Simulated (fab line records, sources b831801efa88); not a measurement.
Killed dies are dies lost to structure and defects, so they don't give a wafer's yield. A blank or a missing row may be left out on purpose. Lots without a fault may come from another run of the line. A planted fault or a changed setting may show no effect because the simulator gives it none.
One fault seen from 2 desks | flow sky130 | each desk has only its own numbers; what lay behind them comes last

THE TOOL OWNER'S DESK: implanter-01
The tool's own readings at SKY_LDD_HVN_IMPLANT_08: means of the sampled wafers that have a number, for each lot that ran on this tool. A lot is out of limits, marked OUT, if its mean lies more than 4 standard deviations from the usual mean; the brackets give that distance.
Columns: A = beam_on_s at SKY_LDD_HVN_IMPLANT_08, usual 10.01 s; B = end_station_pressure_torr at SKY_LDD_HVN_IMPLANT_08, usual 5.14e-06 Torr; C = faraday_current_uA at SKY_LDD_HVN_IMPLANT_08, usual 169
lot  | first seen here | A                | B        | C
L935 | day 20 00:00    | 9.97             | 5.01e-06 | 170
L940 | day 21 22:07    | 10.05            | 5.02e-06 | 169
L945 | day 23 17:31    | 10.94 (+4.9) OUT | 5.14e-06 | 154 (-4.5) OUT
L946 | day 24 02:05    | 11.04 (+5.4) OUT | 5.23e-06 | 153 (-5.0) OUT
L949 | day 25 03:37    | 10.86 (+4.5) OUT | 5.17e-06 | 156 (-4.2) OUT
L957 | day 27 20:32    | 10.21            | 5.00e-06 | 166
This desk's finding: out of limits on L945, L946, L949; first on L945, day 23 17:31 (beam_on_s at SKY_LDD_HVN_IMPLANT_08). In limits: L935, L940, L957.

THE METROLOGY DESK
What the gauges read, lot by lot, whatever tool the lot ran on: means of the sampled wafers that have a number. A lot is out of limits, marked OUT, if its mean lies more than 4 standard deviations from the usual mean; the brackets give that distance.
Columns: A = LDD_HVN_TW at SKY_LDD_HVN_TW_MEAS_10, usual 1445
lot  | first seen here | A
L935 | day 20 00:15    | 1431
L936 | day 20 05:43    | 1426
L937 | day 20 22:40    | 1443
L938 | day 21 08:38    | 1443
L939 | day 21 16:39    | 1442
L940 | day 21 22:22    | 1461
L942 | day 22 15:20    | 1437
L945 | day 23 17:43    | 1500 (+5.4) OUT
L946 | day 24 02:16    | 1487 (+4.2) OUT
L949 | day 25 03:49    | 1478
L952 | day 26 05:14    | 1429
L954 | day 27 05:14    | 1445
L955 | day 27 17:41    | 1437
L956 | day 27 19:22    | 1442
L957 | day 27 20:46    | 1451
This desk's finding: out of limits on L945, L946; first on L945, day 23 17:43 (LDD_HVN_TW at SKY_LDD_HVN_TW_MEAS_10). In limits: L935, L936, L937, L938, L939, L940, L942, L949, L952, L954, L955, L956, L957.

PUT TOGETHER
The tool owner's desk could have raised an alarm at day 23 17:31, on L945, L946, L949.
The metrology desk could have raised an alarm at day 23 17:43, on L945, L946.
The metrology desk has L949 on record, within its limits.
Of the lots named, all ran SKY_LDD_HVN_IMPLANT_08 on implanter-01.

WHAT THE SIMULATOR HAD PUT IN
Process parameter drift: implanter-01, from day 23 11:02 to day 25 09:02, at SKY_LDD_HVN_IMPLANT_08. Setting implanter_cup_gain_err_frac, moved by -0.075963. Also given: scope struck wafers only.
Lots struck among those shown: L945, L946, L949.
Hours from the fault's start to each desk's first reading out of limits: the tool owner's desk, 6; the metrology desk, 7.
